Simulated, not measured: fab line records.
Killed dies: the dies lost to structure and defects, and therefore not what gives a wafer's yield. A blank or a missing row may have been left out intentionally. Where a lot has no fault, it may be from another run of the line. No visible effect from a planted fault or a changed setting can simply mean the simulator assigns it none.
The tool behind it: which one? || flow gf180mcu || Sampling: 11 lots, 33 wafers, 4 of 602 route steps

## WHAT EACH GAUGE READ, for each wafer
GF_M3_RS_MEAS_05: measures by four-point-probe.
{"lot": "L284", "measured": "day 20 16:13", "on": "filmMetro-04", "M3_ALCU_RS (ohm/sq)": "0.0701 0.0696 0.0701"}
{"lot": "L286", "measured": "day 21 10:23", "on": "filmMetro-01", "M3_ALCU_RS (ohm/sq)": "0.0699 0.0690 0.0691"}
{"lot": "L288", "measured": "day 22 05:35", "on": "filmMetro-01", "M3_ALCU_RS (ohm/sq)": "0.0697 0.0688 0.0701"}
{"lot": "L290", "measured": "day 23 00:28", "on": "filmMetro-02", "M3_ALCU_RS (ohm/sq)": "0.0698 0.0694 0.0697"}
{"lot": "L291", "measured": "day 23 08:17", "on": "filmMetro-02", "M3_ALCU_RS (ohm/sq)": "0.0687 0.0685 0.0691"}
{"lot": "L292", "measured": "day 23 19:38", "on": "filmMetro-01", "M3_ALCU_RS (ohm/sq)": "0.0696 0.0703 0.0696"}
{"lot": "L297", "measured": "day 25 09:19", "on": "filmMetro-01", "M3_ALCU_RS (ohm/sq)": "0.0695 0.0707 0.0697"}
{"lot": "L298", "measured": "day 25 18:23", "on": "filmMetro-02", "M3_ALCU_RS (ohm/sq)": "0.0700 0.0695 0.0695"}
{"lot": "L299", "measured": "day 26 00:12", "on": "filmMetro-02", "M3_ALCU_RS (ohm/sq)": "0.0701 0.0694 0.0692"}
{"lot": "L305", "measured": "day 27 20:46", "on": "filmMetro-04", "M3_ALCU_RS (ohm/sq)": "0.0707 0.0699 0.0702"}
{"lot": "L306", "measured": "day 28 02:39", "on": "filmMetro-04", "M3_ALCU_RS (ohm/sq)": "0.0701 0.0698 0.0696"}

GF_V3_CD_MEAS_14 targets a cd of 260 nm.
{"lot": "L284", "measured": "day 22 16:31", "on": "cdSem-02", "cdNm (nm)": "261.7 261.3 260.1"}
{"lot": "L286", "measured": "day 23 10:31", "on": "cdSem-02", "cdNm (nm)": "257.4 258.5 257.9"}
{"lot": "L288", "measured": "day 24 04:01", "on": "cdSem-02", "cdNm (nm)": "261.1 261.9 261.2"}
{"lot": "L290", "measured": "day 24 22:16", "on": "cdSem-02", "cdNm (nm)": "261.0 259.8 260.6"}
{"lot": "L291", "measured": "day 25 05:02", "on": "cdSem-01", "cdNm (nm)": "261.7 261.4 262.4"}
{"lot": "L292", "measured": "day 25 15:58", "on": "cdSem-02", "cdNm (nm)": "260.0 259.8 260.3"}
{"lot": "L297", "measured": "day 27 05:01", "on": "cdSem-02", "cdNm (nm)": "274.6 275.4 275.1 274.4 275.0 274.9"}
{"lot": "L298", "measured": "day 27 13:53", "on": "cdSem-02", "cdNm (nm)": "275.6 272.6 273.7 275.3 272.6 273.4"}
{"lot": "L299", "measured": "day 27 18:33", "on": "cdSem-01", "cdNm (nm)": "273.3 274.9 274.0 273.7 275.2 274.2"}
{"lot": "L305", "measured": "day 29 13:16", "on": "cdSem-01", "cdNm (nm)": "259.2 259.0 260.0"}
{"lot": "L306", "measured": "day 29 18:28", "on": "cdSem-02", "cdNm (nm)": "259.4 257.9 259.4"}

## WHICH TOOL RAN EACH LOT (tool, then ch and the chambers of the sampled wafers, then the start)
{"lot": "L284", "GF_M3_SPUTTER_01": "pvdSputter-03, day 20 16:06", "GF_V3_PEB_12": "lithoTrack-01 ch 0, day 22 16:10"}
{"lot": "L286", "GF_M3_SPUTTER_01": "pvdSputter-01, day 21 10:16", "GF_V3_PEB_12": "lithoTrack-01 ch 0, day 23 10:10"}
{"lot": "L288", "GF_M3_SPUTTER_01": "pvdSputter-04, day 22 05:27", "GF_V3_PEB_12": "lithoTrack-04 ch 0, day 24 03:37"}
{"lot": "L290", "GF_M3_SPUTTER_01": "pvdSputter-03, day 23 00:20", "GF_V3_PEB_12": "lithoTrack-04 ch 0, day 24 21:55"}
{"lot": "L291", "GF_M3_SPUTTER_01": "pvdSputter-03, day 23 08:06", "GF_V3_PEB_12": "lithoTrack-01 ch 0, day 25 04:43"}
{"lot": "L292", "GF_M3_SPUTTER_01": "pvdSputter-01, day 23 19:30", "GF_V3_PEB_12": "lithoTrack-04 ch 0, day 25 15:37"}
{"lot": "L297", "GF_M3_SPUTTER_01": "pvdSputter-01, day 25 09:10", "GF_V3_PEB_12": "lithoTrack-04 ch 0, day 27 04:40"}
{"lot": "L298", "GF_M3_SPUTTER_01": "pvdSputter-04, day 25 18:16", "GF_V3_PEB_12": "lithoTrack-04 ch 0, day 27 13:32"}
{"lot": "L299", "GF_M3_SPUTTER_01": "pvdSputter-01, day 26 00:04", "GF_V3_PEB_12": "lithoTrack-04 ch 0, day 27 18:13"}
{"lot": "L305", "GF_M3_SPUTTER_01": "pvdSputter-04, day 27 20:38", "GF_V3_PEB_12": "lithoTrack-02 ch 0, day 29 12:51"}
{"lot": "L306", "GF_M3_SPUTTER_01": "pvdSputter-04, day 28 02:32", "GF_V3_PEB_12": "lithoTrack-02 ch 0, day 29 18:07"}
- GF_M3_SPUTTER_01: material TiN, target thk 30 nm, time 25 s.
- GF_V3_PEB_12: peb time 90 s.

## AS READ BY THE TOOLS THEMSELVES (means over the sampled wafers that have a number; for cases with no such wafer, the mark the record gives instead)
GF_M3_SPUTTER_01.
{"lot": "L284", "tool": "pvdSputter-03", "cathodeDcPowerW (W)": 6500.8, "throttleValvePct (%)": 29.9}
{"lot": "L286", "tool": "pvdSputter-01", "cathodeDcPowerW (W)": 6499.3, "throttleValvePct (%)": 30.6}
{"lot": "L288", "tool": "pvdSputter-04", "cathodeDcPowerW (W)": 6500.1, "throttleValvePct (%)": 30.3}
{"lot": "L290", "tool": "pvdSputter-03", "cathodeDcPowerW (W)": 6501.4, "throttleValvePct (%)": 28.6}
{"lot": "L291", "tool": "pvdSputter-03", "cathodeDcPowerW (W)": 6499.8, "throttleValvePct (%)": 29.4}
{"lot": "L292", "tool": "pvdSputter-01", "cathodeDcPowerW (W)": 6500.3, "throttleValvePct (%)": 31.1}
{"lot": "L297", "tool": "pvdSputter-01", "cathodeDcPowerW (W)": 6499.6, "throttleValvePct (%)": 30.8}
{"lot": "L298", "tool": "pvdSputter-04", "cathodeDcPowerW (W)": 6499.4, "throttleValvePct (%)": 30.2}
{"lot": "L299", "tool": "pvdSputter-01", "cathodeDcPowerW (W)": 6499.4, "throttleValvePct (%)": 30.6}
{"lot": "L305", "tool": "pvdSputter-04", "cathodeDcPowerW (W)": 6499.9, "throttleValvePct (%)": 30.9}
{"lot": "L306", "tool": "pvdSputter-04", "cathodeDcPowerW (W)": 6500.1, "throttleValvePct (%)": 31.4}

GF_V3_PEB_12.
{"lot": "L284", "tool": "lithoTrack-01", "heaterPowerTotalW (W)": 85.73, "plateTempC (C)": 135.01}
{"lot": "L286", "tool": "lithoTrack-01", "heaterPowerTotalW (W)": 85.75, "plateTempC (C)": 134.99}
{"lot": "L288", "tool": "lithoTrack-04", "heaterPowerTotalW (W)": 85.67, "plateTempC (C)": 134.96}
{"lot": "L290", "tool": "lithoTrack-04", "heaterPowerTotalW (W)": 85.67, "plateTempC (C)": 134.94}
{"lot": "L291", "tool": "lithoTrack-01", "heaterPowerTotalW (W)": 85.65, "plateTempC (C)": 134.94}
{"lot": "L292", "tool": "lithoTrack-04", "heaterPowerTotalW (W)": 85.71, "plateTempC (C)": 134.90}
{"lot": "L297", "tool": "lithoTrack-04", "heaterPowerTotalW (W)": 92.27, "plateTempC (C)": 142.98}
{"lot": "L298", "tool": "lithoTrack-04", "heaterPowerTotalW (W)": 92.32, "plateTempC (C)": 142.97}
{"lot": "L299", "tool": "lithoTrack-04", "heaterPowerTotalW (W)": 92.38, "plateTempC (C)": 142.92}
{"lot": "L305", "tool": "lithoTrack-02", "heaterPowerTotalW (W)": 85.69, "plateTempC (C)": 135.05}
{"lot": "L306", "tool": "lithoTrack-02", "heaterPowerTotalW (W)": 85.66, "plateTempC (C)": 135.05}

## THE ANSWER, worked out from the rows above alone
Rule: the lots themselves supply what counts as usual. Put in order of their means at a reading, lots are off if they are a third of the lots or fewer, leave a main group of 4 or more, and stand apart from it by a gap of 3 or more times the standard deviation of the main group's means; of several such gaps the widest counts. If all means in a main group match to the digits the tables above print for the reading, that group is not used. Also off: a lot with no number at a reading for which 4 or more lots have one. Where the step has rows for the other lots, those lots are counted as sound. Order of review: gauges by route order, followed by the tools' own readings, for which a lot's mean as printed above is used. At the first step where some lot is off, the reading lying furthest off is the one used; lots without a number count as furthest.
Off, at GF_V3_CD_MEAS_14 on cdNm: L297, L298, L299. Main group: mean 260.1 nm, sd 1.2.
If a tool, at a process step before that reading, ran all the lots that are off and no sound lot after the first of them, it fits. The gauges at GF_V3_CD_MEAS_14 aren't tried: what is off there is off at GF_V3_PEB_12 too, on other tools, and a gauge's error can't cause that. One candidate fits, namely lithoTrack-04 at GF_V3_PEB_12. Its last sound lot is L292 (day 25 15:37), its first lot that is off L297 (day 27 04:40): a fault that began between those two fits.
The tool's own readings at GF_V3_PEB_12 bear it out: on the lots that are off they differ by more than 5 times the standard deviation of the sound lots' means. heaterPowerTotalW reads 92.32 W there against 85.69 W on the sound lots; plateTempC reads 142.96 C there against 134.98 C on the sound lots.

## WHAT WAS PUT IN BY THE SIMULATOR
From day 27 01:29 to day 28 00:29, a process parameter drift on lithoTrack-04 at GF_V3_PEB_12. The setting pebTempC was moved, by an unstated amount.
Shown lots that were struck: L297, L298, L299. The rule above found the same.
